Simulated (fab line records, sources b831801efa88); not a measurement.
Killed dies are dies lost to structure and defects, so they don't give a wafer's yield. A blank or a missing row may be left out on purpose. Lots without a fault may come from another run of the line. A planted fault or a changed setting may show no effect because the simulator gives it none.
Which tool did it? | flow sky130 | 24 lots, 72 wafers sampled, at 6 steps of a route of 708

WHAT THE GAUGES READ, wafer by wafer
SKY_NWELL_OVL_MEAS_23. Usual: NWELL_01_OVL 0.0 nm, standard deviation 1.5.
lot  | measured     | on         | NWELL_01_OVL (nm) | flag
L074 | day 5 05:08  | overlay-01 | -3.5 -3.3 -1.8    |
L075 | day 5 12:58  | overlay-02 | -0.2 0.6 0.9      |
L076 | day 5 17:51  | overlay-02 | 0.5 -1.8 1.0      |
L077 | day 6 01:33  | overlay-02 | -1.6 -1.7 0.2     |
L078 | day 6 16:01  | overlay-01 | -0.9 -1.2 -0.7    |
L079 | day 6 15:58  | overlay-02 | 0.1 2.6 0.8       |
L080 | day 7 08:37  | overlay-02 | 0.2 -0.3 0.9      |
L081 | day 7 09:33  | overlay-01 | 0.5 -2.0 0.1      |
L082 | day 7 18:03  | overlay-02 | -1.5 -1.8 1.8     |
L083 | day 7 22:16  | overlay-02 | 2.5 2.0 1.0       |
L084 | day 8 07:49  | overlay-01 | 2.0 -0.4 0.7      |
L085 | day 8 11:58  | overlay-01 | 1.2 0.1 -0.5      |
L086 | day 8 11:54  | overlay-02 | 0.6 1.0 0.0       |
L087 | day 8 15:09  | overlay-01 | 2.3 2.1 4.0       |
L088 | day 9 00:34  | overlay-01 | -1.8 -0.3 0.8     |
L089 | day 8 23:38  | overlay-01 | -0.2 -0.1 -1.1    |
L090 | day 9 10:56  | overlay-01 | 1.7 -0.5 0.6      |
L091 | day 9 14:38  | overlay-01 | -1.1 0.5 -0.5     |
L092 | day 9 19:48  | overlay-02 | -0.6 -0.8 0.9     |
L093 | day 10 01:24 | overlay-02 | -1.8 -0.1 0.0     |
L094 | day 10 07:48 | overlay-01 | 1.6 -1.0 -0.1     |
L095 | day 10 14:59 | overlay-01 | -1.1 0.7 -1.7     |
L096 | day 10 22:01 | overlay-01 | 1.2 1.5 2.0       |
L097 | day 11 06:11 | overlay-01 | 0.9 0.2 3.0       |

SKY_VT_ADJUST_LVTN_OVL_MEAS_07. Usual: VT_ADJUST_LVTN_OVL 0.4 nm, standard deviation 1.5.
lot  | measured     | on         | VT_ADJUST_LVTN_OVL (nm) | flag
L074 | day 6 18:30  | overlay-02 | 1.5 0.1 1.6             |
L075 | day 7 03:18  | overlay-01 | 1.9 1.4 2.6             |
L076 | day 7 08:13  | overlay-01 | -2.4 -0.7 -0.1          |
L077 | day 7 16:40  | overlay-02 | -1.3 -0.8 -1.3          |
L078 | day 8 08:48  | overlay-01 | 1.6 2.4 1.3             |
L079 | day 8 07:55  | overlay-02 | -0.3 1.3 0.8            |
L080 | day 9 02:34  | overlay-01 | -0.3 -1.2 -0.1          |
L081 | day 9 02:54  | overlay-01 | -0.6 -0.4 -2.1          |
L082 | day 9 12:54  | overlay-02 | 2.2 0.2 1.2             |
L083 | day 9 17:40  | overlay-02 | -2.9 -1.6 0.1           |
L084 | day 10 04:59 | overlay-02 | 2.2 -0.8 0.0            |
L085 | day 10 08:12 | overlay-01 | 1.5 1.3 0.4             |
L086 | day 10 07:51 | overlay-01 | 0.1 0.2 0.5             |
L087 | day 10 12:49 | overlay-01 | 0.5 0.8 0.5             |
L088 | day 10 23:15 | overlay-01 | -1.9 -0.5 -1.6          |
L089 | day 10 21:40 | overlay-01 | -2.8 -1.2 -2.5          |
L090 | day 11 10:40 | overlay-01 | 0.1 0.5 0.1             |
L091 | day 11 14:12 | overlay-01 | 4.0 0.2 0.8             |
L092 | day 11 19:25 | overlay-01 | 1.0 0.5 0.3             |
L093 | day 12 02:04 | overlay-01 | 3.7 3.2 1.5             |
L094 | day 12 09:17 | overlay-01 | -1.2 -1.4 1.0           |
L095 | day 12 16:01 | overlay-01 | 2.6 -0.1 2.3            |
L096 | day 12 23:52 | overlay-01 | 2.6 0.7 1.3             |
L097 | day 13 08:37 | overlay-02 | 1.4 1.5 0.9             |

SKY_VIA2_THK_MEAS_01. Usual: VIA2_HDPCVD_THK 1184 nm, standard deviation 14.
lot  | measured     | on            | VIA2_HDPCVD_THK (nm) | flag
L074 | day 34 21:50 | film_metro-04 | 1183 1201 1187       |
L075 | day 35 18:13 | film_metro-02 | 1178 1198 1203       |
L076 | day 35 22:53 | film_metro-04 | 1177 1184 1185       |
L077 | day 36 02:29 | film_metro-02 | 1190 1180 1186       |
L078 | day 37 03:24 | film_metro-04 | 1192 1168 1177       |
L079 | day 36 13:52 | film_metro-03 | 1165 1168 1195       |
L080 | day 37 16:17 | film_metro-04 | 1172 1169 1172       |
L081 | day 37 19:05 | film_metro-03 | 1169 1186 1171       |
L082 | day 38 08:39 | film_metro-04 | 1197 1206 1215       |
L083 | day 38 14:07 | film_metro-03 | 1186 1191 1168       |
L084 | day 39 02:56 | film_metro-04 | 1187 1195 1202       |
L085 | day 39 04:35 | film_metro-04 | 1201 1174 1195       |
L086 | day 39 07:09 | film_metro-04 | 1192 1193 1200       |
L087 | day 39 13:20 | film_metro-03 | 1167 1169 1165       |
L088 | day 39 20:34 | film_metro-03 | 1190 1168 1167       |
L089 | day 39 16:25 | film_metro-03 | 1178 1198 1179       |
L090 | day 40 07:05 | film_metro-04 | 1180 1183 1203       |
L091 | day 40 13:16 | film_metro-03 | 1198 1180 1194       |
L092 | day 40 16:56 | film_metro-03 | 1180 1171 1187       |
L093 | day 40 20:24 | film_metro-03 | 1191 1182 1193       |
L094 | day 41 00:54 | film_metro-02 | 1164 1178 1166       |
L095 | day 41 07:53 | film_metro-03 | 1185 1184 1179       |
L096 | day 41 14:35 | film_metro-02 | 1174 1180 1168       |
L097 | day 42 10:26 | film_metro-03 | 1159 1160 1166       |

SKY_VIA4_BOW_MEAS_03. Usual: VIA4_BOW 80 um, standard deviation 8.
lot  | measured     | on            | VIA4_BOW (um) | flag
L074 | day 41 14:08 | film_metro-03 | 91 92 82      |
L075 | day 42 05:43 | film_metro-03 | 63 67 66      |
L076 | day 42 12:03 | film_metro-04 | 78 77 87      |
L077 | day 42 13:34 | film_metro-03 | 73 75 69      |
L078 | day 43 13:04 | film_metro-03 | 94 83 74      |
L079 | day 42 23:14 | film_metro-02 | 93 100 83     |
L080 | day 43 23:25 | film_metro-04 | 78 76 78      |
L081 | day 44 01:07 | film_metro-03 | 68 73 75      |
L082 | day 44 14:05 | film_metro-04 | 84 84 80      |
L083 | day 44 19:23 | film_metro-03 | 61 82 66      |
L084 | day 45 05:21 | film_metro-02 | 80 90 80      |
L085 | day 45 09:05 | film_metro-04 | 91 76 84      |
L086 | day 45 10:22 | film_metro-04 | 85 76 82      |
L087 | day 45 17:23 | film_metro-03 | 82 82 85      |
L088 | day 45 20:16 | film_metro-03 | 80 76 81      |
L089 | day 45 17:51 | film_metro-03 | 77 89 71      |
L090 | day 46 08:16 | film_metro-04 | 90 76 79      |
L091 | day 46 13:34 | film_metro-04 | 70 68 80      |
L092 | day 46 16:11 | film_metro-03 | 83 80 74      |
L093 | day 46 19:24 | film_metro-04 | 74 77 80      |
L094 | day 46 21:04 | film_metro-02 | 87 85 87      |
L095 | day 47 03:42 | film_metro-04 | 76 86 85      |
L096 | day 47 09:52 | film_metro-03 | 87 84 75      |
L097 | day 48 02:14 | film_metro-03 | 66 75 81      |

WHICH TOOL RAN EACH LOT (tool, then ch and the chambers of the sampled wafers, then the start)
lot  | SKY_FIELD_ISO_STRIP_16              | SKY_NWELL_STRIP_25
L074 | plasma_asher-02 ch 0,1, day 2 04:31 | plasma_asher-01 ch 0,1, day 5 05:19
L075 | plasma_asher-02 ch 0,1, day 2 12:01 | plasma_asher-01 ch 0,1, day 5 13:09
L076 | plasma_asher-02 ch 0,1, day 2 18:29 | plasma_asher-02 ch 0,1, day 5 18:02
L077 | plasma_asher-02 ch 0,1, day 2 23:23 | plasma_asher-04 ch 0,1, day 6 01:46
L078 | plasma_asher-04 ch 0,1, day 3 07:23 | plasma_asher-02 ch 0,1, day 6 16:12
L079 | plasma_asher-04 ch 0,1, day 3 07:44 | plasma_asher-01 ch 0, day 6 16:08
L080 | plasma_asher-02 ch 0,1, day 3 13:47 | plasma_asher-02 ch 0,1, day 7 08:47
L081 | plasma_asher-03 ch 0,1, day 3 17:41 | plasma_asher-02 ch 0,1, day 7 09:44
L082 | plasma_asher-04 ch 0,1, day 3 22:23 | plasma_asher-04 ch 0,1, day 7 18:14
L083 | plasma_asher-03 ch 0,1, day 4 04:26 | plasma_asher-04 ch 0,1, day 7 22:28
L084 | plasma_asher-03 ch 0,1, day 4 12:31 | plasma_asher-01 ch 0,1, day 8 08:01
L085 | plasma_asher-02 ch 0,1, day 4 18:13 | plasma_asher-02 ch 0,1, day 8 12:09
L086 | plasma_asher-03 ch 0,1, day 4 18:34 | plasma_asher-04 ch 0,1, day 8 12:05
L087 | plasma_asher-02 ch 0,1, day 5 02:59 | plasma_asher-04 ch 0,1, day 8 15:20
L088 | plasma_asher-04 ch 0,1, day 5 07:26 | plasma_asher-04 ch 0,1, day 9 00:45
L089 | plasma_asher-03 ch 0,1, day 5 08:23 | plasma_asher-01 ch 0,1, day 8 23:49
L090 | plasma_asher-03 ch 0,1, day 5 17:35 | plasma_asher-04 ch 0,1, day 9 11:07
L091 | plasma_asher-04 ch 0,1, day 5 22:56 | plasma_asher-01 ch 0,1, day 9 14:49
L092 | plasma_asher-02 ch 0,1, day 6 02:28 | plasma_asher-02 ch 0,1, day 9 19:59
L093 | plasma_asher-02 ch 0,1, day 6 07:31 | plasma_asher-02 ch 0,1, day 10 01:35
L094 | plasma_asher-04 ch 0,1, day 6 14:01 | plasma_asher-01 ch 0,1, day 10 08:01
L095 | plasma_asher-02 ch 0,1, day 6 18:47 | plasma_asher-01 ch 0,1, day 10 15:10
L096 | plasma_asher-02 ch 0,1, day 6 23:32 | plasma_asher-04 ch 0,1, day 10 22:12
L097 | plasma_asher-03 ch 0,1, day 7 05:23 | plasma_asher-01 ch 0,1, day 11 06:22
- SKY_FIELD_ISO_STRIP_16: strips in O2/N2.
- SKY_NWELL_STRIP_25: strips in O2/N2.

WHAT THE TOOLS THEMSELVES READ (means of the sampled wafers that have a number; where no wafer has one, the mark that the record gives instead)
SKY_FIELD_ISO_STRIP_16. Usual: drypump_motor_current_A 5.6 A, standard deviation 0.42; oes_product_au 0.377 a.u., standard deviation 0.0046; strip_time_to_endpoint_s 3.53 s, standard deviation 0.039.
lot  | tool            | drypump_motor_current_A (A) | oes_product_au (a.u.) | strip_time_to_endpoint_s (s) | flag
L074 | plasma_asher-02 | 5.7                         | 0.381                 | 3.53                         |
L075 | plasma_asher-02 | 5.9                         | 0.380                 | 3.55                         |
L076 | plasma_asher-02 | 5.9                         | 0.378                 | 3.49                         |
L077 | plasma_asher-02 | 5.9                         | 0.378                 | 3.50                         |
L078 | plasma_asher-04 | 5.6                         | 0.377                 | 3.47                         |
L079 | plasma_asher-04 | 5.6                         | 0.377                 | 3.54                         |
L080 | plasma_asher-02 | 5.9                         | 0.378                 | 3.57                         |
L081 | plasma_asher-03 | 5.5                         | 0.374                 | 3.50                         |
L082 | plasma_asher-04 | 5.5                         | 0.379                 | 3.56                         |
L083 | plasma_asher-03 | 5.3                         | 0.376                 | 3.54                         |
L084 | plasma_asher-03 | 5.5                         | 0.377                 | 3.55                         |
L085 | plasma_asher-02 | 5.7                         | 0.376                 | 3.51                         |
L086 | plasma_asher-03 | 5.6                         | 0.375                 | 3.56                         |
L087 | plasma_asher-02 | 5.9                         | 0.373                 | 3.51                         |
L088 | plasma_asher-04 | 5.6                         | 0.372                 | 3.49                         |
L089 | plasma_asher-03 | 5.6                         | 0.379                 | 3.57                         |
L090 | plasma_asher-03 | 5.5                         | 0.376                 | 3.55                         |
L091 | plasma_asher-04 | 5.6                         | 0.376                 | 3.53                         |
L092 | plasma_asher-02 | 6.0                         | 0.375                 | 3.56                         |
L093 | plasma_asher-02 | 6.0                         | 0.384                 | 3.55                         |
L094 | plasma_asher-04 | 5.5                         | 0.381                 | 3.54                         |
L095 | plasma_asher-02 | 5.7                         | 0.380                 | 3.57                         |
L096 | plasma_asher-02 | 5.7                         | 0.382                 | 3.57                         |
L097 | plasma_asher-03 | 5.6                         | 0.379                 | 3.52                         |

SKY_NWELL_STRIP_25. Usual: drypump_motor_current_A 5.8 A, standard deviation 0.33; oes_product_au 0.723 a.u., standard deviation 0.0044; strip_time_to_endpoint_s 36.95 s, standard deviation 0.092.
lot  | tool            | drypump_motor_current_A (A) | oes_product_au (a.u.) | strip_time_to_endpoint_s (s) | flag
L074 | plasma_asher-01 | 5.8                         | 0.731                 | 37.03                        |
L075 | plasma_asher-01 | 6.0                         | 0.721                 | 37.08                        |
L076 | plasma_asher-02 | 5.7                         | 0.725                 | 37.01                        |
L077 | plasma_asher-04 | 5.5                         | 0.720                 | 36.97                        |
L078 | plasma_asher-02 | 5.9                         | 0.723                 | 36.89                        |
L079 | plasma_asher-01 | 5.7                         | 0.723                 | 36.87                        |
L080 | plasma_asher-02 | 5.7                         | 0.724                 | 37.04                        |
L081 | plasma_asher-02 | 5.8                         | 0.723                 | 36.81                        |
L082 | plasma_asher-04 | 5.6                         | 0.720                 | 36.89                        |
L083 | plasma_asher-04 | 5.6                         | 0.724                 | 37.01                        |
L084 | plasma_asher-01 | 5.8                         | 0.722                 | 37.02                        |
L085 | plasma_asher-02 | 5.7                         | 0.718                 | 37.03                        |
L086 | plasma_asher-04 | 5.5                         | 0.723                 | 36.79                        |
L087 | plasma_asher-04 | 5.6                         | 0.725                 | 36.92                        |
L088 | plasma_asher-04 | 5.7                         | 0.720                 | 37.01                        |
L089 | plasma_asher-01 | 6.0                         | 0.720                 | 37.04                        |
L090 | plasma_asher-04 | 5.6                         | 0.724                 | 36.88                        |
L091 | plasma_asher-01 | 5.9                         | 0.721                 | 37.07                        |
L092 | plasma_asher-02 | 6.0                         | 0.723                 | 36.85                        |
L093 | plasma_asher-02 | 5.9                         | 0.723                 | 37.01                        |
L094 | plasma_asher-01 | 5.9                         | 0.720                 | 36.89                        |
L095 | plasma_asher-01 | 5.9                         | 0.724                 | 36.89                        |
L096 | plasma_asher-04 | 5.5                         | 0.718                 | 36.95                        |
L097 | plasma_asher-01 | 5.9                         | 0.722                 | 36.95                        |

THE ANSWER, worked out from the rows above alone
Rule: a lot is off if the mean of its wafers that have a number lies more than 3 standard deviations from the usual mean. A lot without any number at a reading at which 4 lots or more have one is off too. The other lots that the step has rows for count as sound. The gauges are gone through in route order, then the tools' own readings, and for those a lot's mean is taken as printed above. The first step at which some lot is off is used, and at that step the reading that is off furthest; a lot without a number counts as furthest.
No lot is off at any reading shown: from this, nothing can be told.

WHAT THE SIMULATOR HAD PUT IN
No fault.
